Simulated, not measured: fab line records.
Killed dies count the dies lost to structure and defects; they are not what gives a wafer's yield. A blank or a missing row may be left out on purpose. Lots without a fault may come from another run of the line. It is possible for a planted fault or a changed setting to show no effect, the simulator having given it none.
Problem report, 8D (eight disciplines) form, completed by code | flow gf180mcu | the parts of the form that need people (team, actions taken, sign-off) are left out

## 1. WHAT WENT WRONG
At GF_NWELL_STRIP_10, strip time to endpoint s averages 19.59 s over 6 wafers from 2 lots, while fault-free wafers read 36.89 s, standard deviation 0.092. That is -99 or more standard deviations from the usual mean.
The step: strips in O2/N2.
The first sign was on wafer L375.1 at day 6 00:29, on plasma asher-03. Wafers with a number at this step in the record: 36, from 12 lots. Rule for "out", or "out of limits": more than 4 standard deviations from the usual mean. All remaining wafers that have a number are taken as sound.

## 2. WHAT IT IS, WHAT IT ISN'T
question                    | is                               | is not
which readings at this step | strip time to endpoint s         | heater power w
which lots                  | L375, L377                       | L363, L364, L365, L366, L367, L370, L371, L376, L379, L384
which wafers of those lots  | all that have a number           | -
read on which tools         | plasma asher-01, plasma asher-03 | plasma asher-02
when                        | from day 6 00:29                 | up to then (21 sound wafers); but 9 sound wafers of L376, L379, L384 came after

## 3. WHAT RULES OUT EACH SUSPECT
Counting: a tool at a process step up to the reading stays a suspect if it ran every lot that is out and no sound lot after the first of them.
- litho track-03 at GF_NWELL_COAT_02 (resist thk 3000 nm): kept. It ran every lot that is out, first L375 (day 5 16:45), and no sound lot after that.
Remaining after the count: litho track-03 at GF_NWELL_COAT_02.

## 4. THE CAUSE (what the simulator had put in)
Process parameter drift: litho track-03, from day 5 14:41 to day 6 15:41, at GF_NWELL_COAT_02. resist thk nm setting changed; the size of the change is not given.
Only this tool survived the counting.

## 5. SEQUENCE OF EFFECTS, ordered by route
Rows list readings where the struck wafers' mean (over those with a number) sits beyond 3 standard deviations from the usual. Only readings whose record carries a usual standard deviation are examined. hours: median over the lots of the time between each lot's start at the first step of this table that gives one and its start at this step. sigmas: the change, counted in usual standard deviations.
hours | step              | reading                  | usual   | on struck wafers | change | sigmas
0     | GF_NWELL_STRIP_10 | strip time to endpoint s | 36.89 s | 19.59            | -17.30 | -99 or more
Its process steps:
- GF_NWELL_STRIP_10: strips in O2/N2.
Later steps that measure or inspect, where all struck wafers having a row at the step show a number for every such reading and not one has moved that far: GF_V1_THK_MEAS_25.

## 6. HOW IT WOULD HAVE BEEN CAUGHT EARLIER
The fault began at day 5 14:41; the first out-of-limits reading in this record came at day 6 00:29, 10 hours later.
Of the tool readings at GF_NWELL_COAT_02 for which the record gives a usual standard deviation, none was out on any struck wafer, so an alarm limit of 4 standard deviations on them would not have fired.
Lots out: 2; of these, L377 started GF_NWELL_COAT_02 on litho track-03 after day 6 00:29. Putting the tool on hold at that point would have spared it.
